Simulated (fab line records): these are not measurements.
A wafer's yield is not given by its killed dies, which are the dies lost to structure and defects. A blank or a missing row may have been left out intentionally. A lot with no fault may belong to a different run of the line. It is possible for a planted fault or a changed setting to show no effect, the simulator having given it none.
Struck lot and sound lot, side by side	flow gf180mcu	15 out of 602 route steps
Sound: these wafers, L472.3, L472.4, L472.6. The struck wafers were L468.1, L468.4, L468.6. Last of all comes the cause.
At each step with rows: each side's tool, then ch and its chambers, then its first start. Under that, the readings that differ: sound wafers	struck wafers	difference of the means	sigmas: that difference in standard deviations of wafers without a fault.
alike: a reading whose means differ by less than 2 such deviations, as well as words and numbers matching on both sides. not compared: withheld readings; readings where some wafer has no value; bounds like >300 that might hide an equal value; numbers whose values overlap and for which the record gives no deviation.
The two part at a step that has a row with sigmas, a row that says differs or no value, or rows on one side only. Numbers that don't overlap but have no deviation are shown without sigmas and don't part them. A reading that every wafer of one side lacks parts them only if that side has two wafers or more.

GF_M1_SPUTTER_04: material TiN, target thk 50 nm, time 41.7 s.
  sound on pvd sputter-01, day 21 13:10; struck on pvd sputter-02, day 20 01:53
  alike: throttle valve pct
GF_M1_RS_MEAS_05: the measuring method here is four-point-probe.
  sound on film metro-04, day 21 13:14; struck on film metro-02, day 20 01:55
  alike: M1_ALCU_RS
GF_M1_THK_MEAS_06: measures by xrf.
  sound on film metro-04, day 21 13:20; struck on film metro-02, day 20 02:02
  alike: M1_ALCU_THK
then, 7 steps without rows for these wafers: GF_M1_DEHYDRATE_07 (time 60 s); GF_M1_HMDS_08 (prime time 60 s); GF_M1_COAT_09 (resist thk 1000 nm); GF_M1_SOFTBAKE_10 (time 60 s); GF_M1_EXPOSE_11 (exposes mask Metal1, target cd 230 nm); GF_M1_PEB_12 (peb time 90 s); GF_M1_DEVELOP_13 (develop time 60 s).
GF_M1_CD_MEAS_14: the cd target is 230 nm.
  sound on cd sem-02, day 22 13:08; struck on cd sem-02, day 21 02:09
  alike: cd nm
GF_M1_OVL_MEAS_15:
  sound on overlay-01, day 22 13:14; struck on overlay-02, day 21 02:16
  alike: M1_OVL
GF_M1_METAL_ETCH_16: etches the open film in Cl2/BCl3, stops on SiO2, target depth 627.5 nm, time 108 s.
  sound on rie metal-01 ch 0,1, day 22 13:18; struck on rie metal-01 ch 0,1, day 21 02:19
  no value came back on the struck wafers for any of 6 readings (bcl3 flow sccm (sccm), bias w (W) and others); on the sound wafers bcl3 flow sccm (sccm) reads 39.88 39.84 40.12
reading	sound	struck	difference	sigmas
model.KrF_of_M1_COAT_09.thk nm (nm)	722.5 717.9 719	986.8 986.1 985.1	+266.2	
  not compared: rf hours counter h
GF_M1_STRIP_17: strips in O2/N2.
  sound on plasma asher-04 ch 0,1, day 22 13:26; struck on plasma asher-02 ch 0,1, day 21 02:28
reading	sound	struck	difference	sigmas
heater power w (W)	287 318 284	402 377 401	+97	+2
oes product au (a.u.)	0.552 0.561 0.553	0.659 0.661 0.656	+0.103	+23
strip time to endpoint s (s)	7.75 7.70 7.72	10.22 10.21 10.21	+2.49	+57
  alike: drypump motor current A
  not compared: rf hours counter h
then, 1 step without rows for these wafers: GF_M1_STRIP_18 (strips in post etch residue remover, time 1200 s).

WHERE THEY PART
Last at GF_M1_STRIP_17 as far as this record goes, first at GF_M1_METAL_ETCH_16.

WHY: what the simulator had put in
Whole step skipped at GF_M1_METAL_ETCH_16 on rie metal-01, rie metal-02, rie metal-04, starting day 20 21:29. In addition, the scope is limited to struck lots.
